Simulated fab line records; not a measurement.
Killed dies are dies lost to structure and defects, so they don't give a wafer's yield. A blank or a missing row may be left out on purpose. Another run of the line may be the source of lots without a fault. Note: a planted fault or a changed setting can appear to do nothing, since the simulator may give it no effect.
A lot that was struck, set against a sound lot ; flow gf180mcu ; 16 out of 602 route steps
Sound: these wafers, L535.1, L535.2, L535.4. Wafers L537.4, L537.5, L537.6 were the ones struck. At the end, the cause is stated.
For every step that has rows: the tool of each side, followed by ch and its chambers, followed by its first start. Under that, the readings that differ: sound wafers ; struck wafers ; difference of the means ; sigmas: that difference in standard deviations of wafers without a fault.
alike: words and numbers the same on both sides, and readings whose means are apart by under 2 such deviations; not compared: readings that were withheld, readings missing a value for some wafer, numbers with overlapping values and no deviation given by the record, and bounds like >300 which may hide the same value.
Wherever a step has rows on one side only, a row that says differs or no value, or a row with sigmas, the two part there. When numbers do not overlap yet have no deviation, they are printed without sigmas and do not part them. A reading that every wafer of one side lacks parts them only if that side has two wafers or more.

first, 6 steps without rows for these wafers: GF_M1_HMDS_08 (prime time 60 s); GF_M1_COAT_09 (resist thk 1000 nm); GF_M1_SOFTBAKE_10 (time 60 s); GF_M1_EXPOSE_11 (exposes mask Metal1, target cd 230 nm); GF_M1_PEB_12 (peb time 90 s); GF_M1_DEVELOP_13 (develop time 60 s).
GF_M1_CD_MEAS_14: the cd target is 230 nm.
  sound on cdSem-02 at day 22 00:04; struck on cdSem-01 at day 22 16:05
  alike: cdNm
GF_M1_OVL_MEAS_15:
  sound on overlay-02 at day 22 00:11; struck on overlay-02 at day 22 16:10
  alike: M1_OVL
GF_M1_METAL_ETCH_16: etches the open film in Cl2/BCl3, stops on SiO2, target depth 627.5 nm, time 104.6 s.
  sound on rieMetal-04 ch 0,1, day 22 00:13; struck on rieMetal-03 ch 0,1, day 22 16:13
  alike: drypumpMotorCurrentA, oesProductAu, throttleValvePct
  not compared: rfHoursCounterH
GF_M1_STRIP_17: strips in O2/N2.
  sound on plasmaAsher-04 ch 0,1, day 22 00:20; struck on plasmaAsher-02 ch 0,1, day 22 16:22
  alike: drypumpMotorCurrentA, heaterPowerW, oesProductAu, stripTimeToEndpointS
  not compared: rfHoursCounterH
then, 2 steps without rows for these wafers: GF_M1_STRIP_18 (strips in post etch residue remover, time 1200 s); GF_M1_CLEAN_19 (cleans in DIW).
GF_V1_CVD_00: deposits SiO2, target thk 600 nm, time 100 s.
  sound on hdpcvd-02 ch 0,1, day 22 00:55; struck on hdpcvd-01 ch 0,1,2, day 22 16:59
GF_V1_THK_MEAS_01:
  sound on filmMetro-02 at day 22 00:59; struck on filmMetro-03 at day 22 17:23
reading;sound;struck;difference;sigmas
V1_CVD_00_THK (nm);596 596 603;518 532 531;-71;-10
  not compared: hold
GF_V1_CVD_02: deposits SiO2 from TEOS, target thk 850 nm, time 94.851 s.
  sound on pecvd-01 ch 0,1, day 22 01:02; struck on pecvd-03 ch 0,1,2, day 23 00:56
reading;sound;struck;difference;sigmas
hold;- - -;awaitDispo/7.4h/release awaitDispo/7.4h/release awaitDispo/7.4h/release;no value on the sound wafers;
  alike: heaterPowerW
GF_PASSIVATION_PROBE_99:
  the record has rows for the sound wafers here (prober-02, day 32 15:20) and none for the struck ones

== WHERE THEY PART ==
First at GF_V1_THK_MEAS_01; last, within this record, at GF_PASSIVATION_PROBE_99.

WHY: whatever the simulator had introduced
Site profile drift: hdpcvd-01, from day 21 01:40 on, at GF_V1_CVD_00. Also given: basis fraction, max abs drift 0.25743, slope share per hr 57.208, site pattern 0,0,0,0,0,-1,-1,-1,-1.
